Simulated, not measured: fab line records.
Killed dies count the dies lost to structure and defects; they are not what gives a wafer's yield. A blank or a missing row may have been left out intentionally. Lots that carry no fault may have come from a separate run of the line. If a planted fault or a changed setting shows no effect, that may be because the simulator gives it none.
fab line records ; flow gf180mcu
[record] lots = 14; wafers = 42; lastDay = 34
route steps=602 shown V2@403 M3@415
lots that met no fault: taken from a fault-free run of the same line
startH: the number of hours between the record's first day and the start of the first shown wafer of the lot ; waitH: hours from the lot's prior step to this one ; " as in the row above ; L1.1+2: a row that stands for several wafers ; - no value, or no start given ; * or withheld: withheld ; < > ~ a bound
route shown NAME@n: NAME is a module with steps in the file, n the number in the route of the first one ; usual: mean and standard deviation over wafers with no fault ; same: alike in all rows ; chamber/n: place in a boat ; sites: the reading at each site ; _std_site: the standard deviation of these ; _edge_site: mean of outer sites minus mean of inner sites ; radiusMm: for every site, how far away it sits from the centre of the wafer ; mask NAME#n: copy n ; behind: the tool/chamber that last shaped the wafer ; hold: reason for holding the lot/hours on hold/outcome of the hold ; device: transistor that didn't switch, given as n, p or np ; end of line: the tests these same wafers got at the end of their route ; where a step has no rows: the recipe by itself ; killed: not the wafer's yield, but the dies lost to structure and defects at the first sort ; map: dies across one wafer; x = killed, . = not, _ = none there
set.NAME: the run value of the setting; set.NAME@STEP: its run value at that earlier step ; model.NAME: the simulator's own value behind a step, which no gauge read
a sample of lots followed through the steps of the route, with each step as a table and each wafer as a row
services: when a tool's chamber went out of use (startH, in hours from the record's first day, below 0 if earlier), for how many hours, and the reason
[[steps]]
[step GF_V2_SPUTTER_21]
[recipe] material = Ti; targetThkNm = 15; chamberPressurePa = 5; powerW = 2500; substrateTempC = 200; timeS = 80.02
[usual] throttleValvePct = 30.7/0.66
lot.wafer;tool;chamber;startH;waitH;throttleValvePct
L901.2;pvdSputter-03;-;497.21;0.0;30.4
L901.5;pvdSputter-03;-;497.21;0.0;30.4
L901.6;pvdSputter-03;-;497.21;0.0;31.7
L902.2;pvdSputter-02;-;508.33;0.0;30.8
L902.3;pvdSputter-02;-;508.33;0.0;30.4
L902.5;pvdSputter-02;-;508.33;0.0;29.1
L904.3;pvdSputter-04;-;526.58;0.0;31.0
L904.4;pvdSputter-04;-;526.58;0.0;31.3
L904.5;pvdSputter-04;-;526.58;0.0;30.7
L905.1;pvdSputter-03;-;539.09;0.0;31.0
L905.3;pvdSputter-03;-;539.09;0.0;30.4
L905.4;pvdSputter-03;-;539.09;0.0;31.9
L906.3;pvdSputter-04;-;550.26;0.0;29.9
L906.4;pvdSputter-04;-;550.26;0.0;30.8
L906.6;pvdSputter-04;-;550.26;0.0;30.7
L911.2;pvdSputter-04;-;589.56;0.0;31.1
L911.3;pvdSputter-04;-;589.56;0.0;30.3
L911.6;pvdSputter-04;-;589.56;0.0;30.0
L912.2;pvdSputter-04;-;603.89;0.0;30.1
L912.3;pvdSputter-04;-;603.89;0.0;31.0
L912.6;pvdSputter-04;-;603.89;0.0;30.0
L913.1;pvdSputter-04;-;607.92;0.0;31.0
L913.2;pvdSputter-04;-;607.92;0.0;29.8
L913.3;pvdSputter-04;-;607.92;0.0;31.5
L914.2;pvdSputter-02;-;613.37;0.0;29.5
L914.5;pvdSputter-02;-;613.37;0.0;30.1
L914.6;pvdSputter-02;-;613.37;0.0;30.9
L915.1;pvdSputter-03;-;618.45;0.0;31.0
L915.2;pvdSputter-03;-;618.45;0.0;30.4
L915.4;pvdSputter-03;-;618.45;0.0;31.8
L916.1;pvdSputter-04;-;626.14;0.0;30.8
L916.3;pvdSputter-04;-;626.14;0.0;31.9
L916.5;pvdSputter-04;-;626.14;0.0;29.8
L917.1;pvdSputter-04;-;629.57;0.0;31.1
L917.2;pvdSputter-04;-;629.57;0.0;31.8
L917.3;pvdSputter-04;-;629.57;0.0;29.8
L918.1;pvdSputter-03;-;641.73;0.0;30.9
L918.2;pvdSputter-03;-;641.73;0.0;30.3
L918.6;pvdSputter-03;-;641.73;0.0;30.4
L920.1;pvdSputter-03;-;648.43;0.0;31.0
L920.4;pvdSputter-03;-;648.43;0.0;30.4
L920.5;pvdSputter-03;-;648.43;0.0;30.6
[step GF_M3_THK_MEAS_06]
[recipe] thkMeasGauge = xrf; reads = AlCu_of_M3_SPUTTER_02
[usual] M3_ALCU_THK = 446/5.4
lot.wafer;tool;chamber;startH;waitH;M3_ALCU_THK[nm]
L901.2;filmMetro-03;-;498.25;0.1;442
L901.5;filmMetro-03;-;498.25;0.1;445
L901.6;filmMetro-03;-;498.25;0.1;446
L902.2;filmMetro-04;-;509.37;0.1;453
L902.3;filmMetro-04;-;509.37;0.1;450
L902.5;filmMetro-04;-;509.37;0.1;454
L904.3;filmMetro-04;-;527.63;0.1;446
L904.4;filmMetro-04;-;527.63;0.1;447
L904.5;filmMetro-04;-;527.63;0.1;448
L905.1;filmMetro-01;-;540.12;0.1;448
L905.3;filmMetro-01;-;540.12;0.1;448
L905.4;filmMetro-01;-;540.12;0.1;452
L906.3;filmMetro-03;-;551.31;0.1;446
L906.4;filmMetro-03;-;551.31;0.1;450
L906.6;filmMetro-03;-;551.31;0.1;446
L911.2;filmMetro-03;-;590.60;0.1;450
L911.3;filmMetro-03;-;590.60;0.1;456
L911.6;filmMetro-03;-;590.60;0.1;450
L912.2;filmMetro-03;-;604.93;0.1;442
L912.3;filmMetro-03;-;604.93;0.1;434
L912.6;filmMetro-03;-;604.93;0.1;444
L913.1;filmMetro-01;-;608.95;0.1;446
L913.2;filmMetro-01;-;608.95;0.1;446
L913.3;filmMetro-01;-;608.95;0.1;452
L914.2;filmMetro-01;-;614.41;0.1;448
L914.5;filmMetro-01;-;614.41;0.1;432
L914.6;filmMetro-01;-;614.41;0.1;443
L915.1;filmMetro-03;-;619.48;0.1;444
L915.2;filmMetro-03;-;619.48;0.1;446
L915.4;filmMetro-03;-;619.48;0.1;442
L916.1;filmMetro-01;-;627.17;0.1;443
L916.3;filmMetro-01;-;627.17;0.1;448
L916.5;filmMetro-01;-;627.17;0.1;445
L917.1;filmMetro-03;-;630.61;0.1;441
L917.2;filmMetro-03;-;630.61;0.1;443
L917.3;filmMetro-03;-;630.61;0.1;430
L918.1;filmMetro-04;-;642.76;0.1;449
L918.2;filmMetro-04;-;642.76;0.1;451
L918.6;filmMetro-04;-;642.76;0.1;442
L920.1;filmMetro-01;-;649.71;0.1;448
L920.4;filmMetro-01;-;649.71;0.1;448
L920.5;filmMetro-01;-;649.71;0.1;449
[step GF_M3_PEB_12]
[recipe] pebTempC = 135; pebTimeS = 90; resist = KrF
[usual] chillPlateTempC = 23.02/0.12; exhaustPa = 44.8/1.1; heaterPowerTotalW = 85.69/0.094; resistLineTempC = 22.98/0.1
lot.wafer;tool;chamber;startH;waitH;chillPlateTempC;exhaustPa;heaterPowerTotalW;resistLineTempC
L901.2;lithoTrack-04;0;520.98;-;23.04;44.6;85.72;22.94
L901.5;lithoTrack-04;0;520.98;-;23.17;44.0;85.76;23.02
L901.6;lithoTrack-04;0;520.98;-;23.05;43.9;85.55;22.97
L902.2;lithoTrack-03;0;532.20;-;22.93;43.9;85.68;23.06
L902.3;lithoTrack-03;0;532.20;-;22.98;44.9;85.75;23.10
L902.5;lithoTrack-03;0;532.20;-;22.91;44.3;85.70;22.82
L904.3;lithoTrack-03;-;549.74;-;-;-;-;-
L904.4;lithoTrack-03;-;549.74;-;-;-;-;-
L904.5;lithoTrack-03;-;549.74;-;-;-;-;-
L905.1;lithoTrack-04;-;561.74;-;-;-;-;-
L905.3;lithoTrack-04;-;561.74;-;-;-;-;-
L905.4;lithoTrack-04;-;561.74;-;-;-;-;-
L906.3;lithoTrack-01;0;573.18;-;23.06;42.6;85.61;23.11
L906.4;lithoTrack-01;0;573.18;-;23.03;42.8;85.70;22.95
L906.6;lithoTrack-01;0;573.18;-;23.24;43.7;85.73;22.96
L911.2;lithoTrack-03;0;611.60;-;23.12;44.3;85.61;23.06
L911.3;lithoTrack-03;0;611.60;-;22.96;44.6;85.69;22.92
L911.6;lithoTrack-03;0;611.60;-;23.09;44.6;85.77;22.88
L912.2;lithoTrack-03;0;625.25;-;23.01;45.4;85.76;22.81
L912.3;lithoTrack-03;0;625.25;-;23.16;45.9;85.62;22.90
L912.6;lithoTrack-03;0;625.25;-;23.06;45.1;85.80;22.97
L913.1;lithoTrack-03;0;629.32;-;23.17;47.2;85.78;23.05
L913.2;lithoTrack-03;0;629.32;-;23.06;47.6;85.65;23.05
L913.3;lithoTrack-03;0;629.32;-;23.06;45.7;85.78;23.08
L914.2;lithoTrack-04;0;634.42;-;23.30;44.2;85.72;22.91
L914.5;lithoTrack-04;0;634.42;-;23.05;45.6;85.60;22.95
L914.6;lithoTrack-04;0;634.42;-;23.26;45.5;85.62;22.94
L915.1;lithoTrack-03;0;638.67;-;22.99;44.8;85.62;23.04
L915.2;lithoTrack-03;0;638.67;-;22.89;44.4;85.56;23.00
L915.4;lithoTrack-03;0;638.67;-;22.72;43.5;85.66;22.99
L916.1;lithoTrack-04;0;646.34;-;23.05;44.4;85.80;22.93
L916.3;lithoTrack-04;0;646.34;-;23.11;42.7;85.75;22.82
L916.5;lithoTrack-04;0;646.34;-;22.97;45.3;85.53;22.94
L917.1;lithoTrack-01;0;650.66;-;23.10;42.3;85.83;22.94
L917.2;lithoTrack-01;0;650.66;-;23.31;43.2;85.68;22.97
L917.3;lithoTrack-01;0;650.66;-;23.04;44.1;85.70;23.02
L918.1;lithoTrack-04;0;661.19;-;23.04;44.9;85.56;23.10
L918.2;lithoTrack-04;0;661.19;-;22.89;44.2;85.66;23.05
L918.6;lithoTrack-04;0;661.19;-;23.06;44.4;85.84;23.20
L920.1;lithoTrack-01;0;668.01;-;23.08;45.1;85.79;23.03
L920.4;lithoTrack-01;0;668.01;-;23.26;45.7;85.73;23.03
L920.5;lithoTrack-01;0;668.01;-;23.01;44.9;85.62;22.93
[step GF_M3_OVL_MEAS_15]
[usual] M3_OVL = 3/5.4
lot.wafer;tool;chamber;startH;waitH;M3_OVL[nm]
L901.2;overlay-01;-;521.42;0.1;3
L901.5;overlay-01;-;521.42;0.1;0
L901.6;overlay-01;-;521.42;0.1;6
L902.2;overlay-01;-;532.67;0.1;-7
L902.3;overlay-01;-;532.67;0.1;2
L902.5;overlay-01;-;532.67;0.1;0
L904.3;overlay-02;-;550.15;0.1;-
L904.4;overlay-02;-;550.15;0.1;-
L904.5;overlay-02;-;550.15;0.1;-
L905.1;overlay-02;-;562.21;0.1;-
L905.3;overlay-02;-;562.21;0.1;-
L905.4;overlay-02;-;562.21;0.1;-
L906.3;overlay-02;-;573.59;0.1;8
L906.4;overlay-02;-;573.59;0.1;-3
L906.6;overlay-02;-;573.59;0.1;-4
L911.2;overlay-01;-;612.04;0.1;12
L911.3;overlay-01;-;612.04;0.1;7
L911.6;overlay-01;-;612.04;0.1;16
L912.2;overlay-01;-;625.69;0.1;2
L912.3;overlay-01;-;625.69;0.1;7
L912.6;overlay-01;-;625.69;0.1;2
L913.1;overlay-01;-;629.79;0.1;0
L913.2;overlay-01;-;629.79;0.1;2
L913.3;overlay-01;-;629.79;0.1;-2
L914.2;overlay-01;-;634.87;0.1;1
L914.5;overlay-01;-;634.87;0.1;6
L914.6;overlay-01;-;634.87;0.1;4
L915.1;overlay-01;-;639.14;0.1;-2
L915.2;overlay-01;-;639.14;0.1;-3
L915.4;overlay-01;-;639.14;0.1;-4
L916.1;overlay-01;-;646.81;0.1;-2
L916.3;overlay-01;-;646.81;0.1;7
L916.5;overlay-01;-;646.81;0.1;7
L917.1;overlay-01;-;651.13;0.1;-2
L917.2;overlay-01;-;651.13;0.1;-1
L917.3;overlay-01;-;651.13;0.1;-3
L918.1;overlay-01;-;661.66;0.1;14
L918.2;overlay-01;-;661.66;0.1;5
L918.6;overlay-01;-;661.66;0.1;12
L920.1;overlay-01;-;668.48;0.1;-1
L920.4;overlay-01;-;668.48;0.1;4
L920.5;overlay-01;-;668.48;0.1;11
[[services]]
tool;chamber;startH;hours;kind
pvdSputter-02;-;481.43;16.1;repair
lithoTrack-01;-;542.24;-;consumableReplace:filter
pvdSputter-03;-;570.11;1.8;repair
pvdSputter-03;-;572.90;6.7;repair
pvdSputter-02;-;639.70;2.3;repair
pvdSputter-02;-;659.15;10.5;repair
lithoTrack-03;-;663.05;-;consumableReplace:filter
[[key]]
[firstSign] step = GF_M3_PEB_12; reading = toolRecord; direction = missing
effect none on later readings
metAt GF_M3_PEB_12
struckLots L904,L905
laterRowsLeftOut L904.3,L904.4,L904.5,L905.1,L905.3,L905.4
sortLeftOut L904.3,L904.4,L904.5,L905.1,L905.3,L905.4
notActingAt GF_V2_SPUTTER_21,GF_M3_THK_MEAS_06,GF_M3_OVL_MEAS_15
onsetBetween 532.20 549.74
[fault] kind = skippedStepWhole; tool = lithoTrack-03,lithoTrack-04; chamber = -; onsetH = 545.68; steps = GF_M3_PEB_12; scope = struckLotsOnly
// sortLeftOut: the simulated sort isn't trusted on such a fault, so these wafers' sort isn't shown, and their yield isn't known
// laterRowsLeftOut: the simulator's readings of these wafers behind a module that went badly wrong aren't trusted and aren't shown, but for the sort
